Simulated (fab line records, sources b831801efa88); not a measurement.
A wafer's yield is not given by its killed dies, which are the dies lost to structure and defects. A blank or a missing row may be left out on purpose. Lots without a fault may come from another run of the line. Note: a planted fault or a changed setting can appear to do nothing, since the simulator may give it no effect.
Which of the tools did it? | flow gf180mcu | 24 lots, 72 wafers sampled, at 3 steps of a route of 602

== WHAT EACH GAUGE READ, for each wafer ==
GF_M3_THK_MEAS_06: measures by xrf.
lot  | measured     | on           | M3_ALCU_THK (nm)
L074 | day 20 05:04 | filmMetro-02 | 433 438 437
L075 | day 20 16:20 | filmMetro-04 | 438 444 441
L076 | day 21 01:22 | filmMetro-04 | 447 442 439
L077 | day 21 10:31 | filmMetro-01 | 434 445 441
L078 | day 21 18:28 | filmMetro-02 | 445 450 445
L079 | day 22 05:42 | filmMetro-01 | 437 445 437
L080 | day 22 13:53 | filmMetro-02 | 435 440 445
L081 | day 23 00:35 | filmMetro-02 | 438 440 437
L082 | day 23 08:22 | filmMetro-02 | 447 447 444
L083 | day 23 19:45 | filmMetro-01 | 436 433 436
L084 | day 24 01:17 | filmMetro-02 | 446 449 443
L085 | day 24 07:07 | filmMetro-02 | 439 442 448
L086 | day 24 18:40 | filmMetro-04 | 440 439 444
L087 | day 25 02:52 | filmMetro-01 | 441 435 435
L088 | day 25 09:25 | filmMetro-01 | 441 433 437
L089 | day 25 18:30 | filmMetro-02 | 436 439 438
L090 | day 26 00:19 | filmMetro-02 | 433 436 440
L091 | day 26 09:48 | filmMetro-02 | 446 448 451
L092 | day 26 15:56 | filmMetro-02 | 443 443 444
L093 | day 26 23:14 | filmMetro-01 | 444 438 441
L094 | day 27 07:12 | filmMetro-01 | 443 437 440
L095 | day 27 09:40 | filmMetro-02 | 437 436 442
L096 | day 27 20:53 | filmMetro-04 | 434 440 439
L097 | day 28 02:46 | filmMetro-04 | 439 440 441

GF_V3_RS_MEAS_24: a four-point-probe measurement.
lot  | measured     | on           | V3_W_RS (ohm/sq)
L074 | day 22 06:34 | filmMetro-03 | 0.332 0.326 0.330
L075 | day 22 17:35 | filmMetro-03 | 0.329 0.325 0.317
L076 | day 23 02:36 | filmMetro-02 | 0.333 0.334 0.335
L077 | day 23 11:33 | filmMetro-01 | 0.332 0.321 0.331
L078 | day 23 19:06 | filmMetro-03 | 0.314 0.327 0.319
L079 | day 24 05:23 | filmMetro-03 | 0.336 0.330 0.332
L080 | day 24 12:49 | filmMetro-03 | 0.331 0.332 0.331
L081 | day 24 23:25 | filmMetro-02 | 0.332 0.332 0.334
L082 | day 25 06:04 | filmMetro-03 | 0.335 0.332 0.333
L083 | day 25 17:04 | filmMetro-03 | 0.331 0.329 0.329
L084 | day 25 22:55 | filmMetro-03 | 0.333 0.333 0.331
L085 | day 26 04:56 | filmMetro-01 | 0.324 0.330 0.332
L086 | day 26 15:53 | filmMetro-03 | 0.332 0.328 0.333
L087 | day 26 23:46 | filmMetro-01 | 0.329 0.325 0.329
L088 | day 27 06:02 | filmMetro-01 | 0.336 0.335 0.336
L089 | day 27 14:58 | filmMetro-02 | 0.325 0.323 0.325
L090 | day 27 19:35 | filmMetro-01 | 0.323 0.314 0.315
L091 | day 28 04:34 | filmMetro-01 | 0.327 0.320 0.319
L092 | day 28 10:30 | filmMetro-03 | 0.326 0.324 0.315
L093 | day 28 16:42 | filmMetro-01 | 0.337 0.334 0.336
L094 | day 29 01:36 | filmMetro-01 | 0.332 0.333 0.334
L095 | day 29 02:02 | filmMetro-02 | 0.320 0.320 0.319
L096 | day 29 14:19 | filmMetro-03 | 0.324 0.330 0.321
L097 | day 29 19:30 | filmMetro-01 | 0.333 0.322 0.330

== WHICH TOOL RAN EACH LOT (tool, then ch and the chambers of the sampled wafers, then the start) ==
lot  | GF_M3_STRIP_17
L074 | plasmaAsher-03 ch 0, day 21 04:54
L075 | plasmaAsher-02 ch 0,1, day 21 16:15
L076 | plasmaAsher-01 ch 0,1, day 22 01:30
L077 | plasmaAsher-01 ch 0,1, day 22 10:00
L078 | plasmaAsher-03 ch 0,1, day 22 17:48
L079 | plasmaAsher-01 ch 0,1, day 23 04:48
L080 | plasmaAsher-02 ch 0,1, day 23 12:16
L081 | plasmaAsher-01 ch 1, day 23 23:18
L082 | plasmaAsher-03 ch 0,1, day 24 06:14
L083 | plasmaAsher-02 ch 0,1, day 24 17:22
L084 | plasmaAsher-01 ch 0,1, day 24 23:47
L085 | plasmaAsher-01 ch 0,1, day 25 05:11
L086 | plasmaAsher-02 ch 0,1, day 25 16:31
L087 | plasmaAsher-02 ch 0,1, day 26 00:19
L088 | plasmaAsher-02 ch 0,1, day 26 06:55
L089 | plasmaAsher-02 ch 0,1, day 26 15:32
L090 | plasmaAsher-02 ch 0,1, day 26 20:47
L091 | plasmaAsher-02 ch 0, day 27 06:02
L092 | plasmaAsher-03 ch 0,1, day 27 12:26
L093 | plasmaAsher-01 ch 0,1, day 27 19:36
L094 | plasmaAsher-01 ch 0,1, day 28 03:39
L095 | plasmaAsher-01 ch 0,1, day 28 05:13
L096 | plasmaAsher-01 ch 0,1, day 28 16:36
L097 | plasmaAsher-01 ch 0,1, day 28 22:09
- GF_M3_STRIP_17: strips in O2/N2.

== WHAT THE TOOLS THEMSELVES READ (means of the sampled wafers that have a number; where no wafer has one, the mark that the record gives instead) ==
GF_M3_STRIP_17.
lot  | tool           | drypumpMotorCurrentA (A) | heaterPowerW (W) | n2FlowSccm (sccm) | oesProductAu (a.u.) | platenTempC (C) | stripTimeToEndpointS (s)
L074 | plasmaAsher-03 | 5.7                      | 304              | 300.5             | 0.540               | 249.93          | 7.44
L075 | plasmaAsher-02 | 5.6                      | 341              | 300.1             | 0.544               | 250.03          | 7.45
L076 | plasmaAsher-01 | 6.1                      | 292              | 299.9             | 0.542               | 250.15          | 7.41
L077 | plasmaAsher-01 | 6.1                      | 294              | 299.9             | 0.535               | 250.03          | 7.35
L078 | plasmaAsher-03 | 5.4                      | 310              | 299.4             | 0.536               | 249.96          | 7.38
L079 | plasmaAsher-01 | 6.1                      | 295              | 299.1             | 0.534               | 249.91          | 7.35
L080 | plasmaAsher-02 | 5.9                      | 388              | 300.2             | 0.541               | 249.82          | 7.43
L081 | plasmaAsher-01 | 6.0                      | 323              | 299.9             | 0.534               | 250.02          | 7.39
L082 | plasmaAsher-03 | 5.2                      | 320              | 299.8             | 0.542               | 249.95          | 7.38
L083 | plasmaAsher-02 | 6.0                      | 383              | 299.7             | 0.534               | 249.83          | 7.39
L084 | plasmaAsher-01 | 6.3                      | 268              | 300.2             | 0.536               | 249.95          | 7.44
L085 | plasmaAsher-01 | 6.1                      | 295              | 300.1             | 0.532               | 249.98          | 7.31
L086 | plasmaAsher-02 | 6.0                      | 383              | 299.6             | 0.542               | 249.94          | 7.45
L087 | plasmaAsher-02 | 6.0                      | 386              | 299.7             | 0.534               | 250.00          | 7.40
L088 | plasmaAsher-02 | 5.6                      | 340              | 299.8             | 0.540               | 250.13          | 7.35
L089 | plasmaAsher-02 | 6.0                      | 384              | 299.6             | 0.529               | 249.97          | 7.35
L090 | plasmaAsher-02 | 5.6                      | 338              | 300.1             | 0.536               | 250.05          | 7.41
L091 | plasmaAsher-02 | 5.3                      | 296              | 299.4             | 0.538               | 250.05          | 7.37
L092 | plasmaAsher-03 | 5.1                      | 318              | 300.3             | 0.533               | 249.78          | 7.39
L093 | plasmaAsher-01 | 6.1                      | 294              | 299.8             | 0.538               | 250.04          | 7.39
L094 | plasmaAsher-01 | 6.3                      | 269              | 300.0             | 0.540               | 249.90          | 7.34
L095 | plasmaAsher-01 | 6.2                      | 267              | 300.6             | 0.538               | 249.96          | 7.45
L096 | plasmaAsher-01 | 6.1                      | 295              | 299.7             | 0.534               | 249.97          | 7.36
L097 | plasmaAsher-01 | 6.1                      | 293              | 298.9             | 0.544               | 250.08          | 7.47

== THE ANSWER, worked out from the rows above alone ==
Rule: what is usual is taken from the lots themselves. The widest of any qualifying gaps counts: lots, ordered by their means at a reading, are off when they make up no more than a third of the lots, leave a main group of 4 or more, and stand apart from it by 3 or more times the standard deviation of that group's means. A main group whose means are all the same, to the digits that the tables above print for the reading, isn't used. A lot without any number at a reading at which 4 lots or more have one is off too. Any other lot the step has rows for is counted as sound. Order of review: gauges by route order, followed by the tools' own readings, for which a lot's mean as printed above is used. At the first step where some lot is off, the reading lying furthest off is the one used; lots without a number count as furthest.
None of the lots is off at any reading shown; this tells nothing.

== WHAT WAS PUT IN BY THE SIMULATOR ==
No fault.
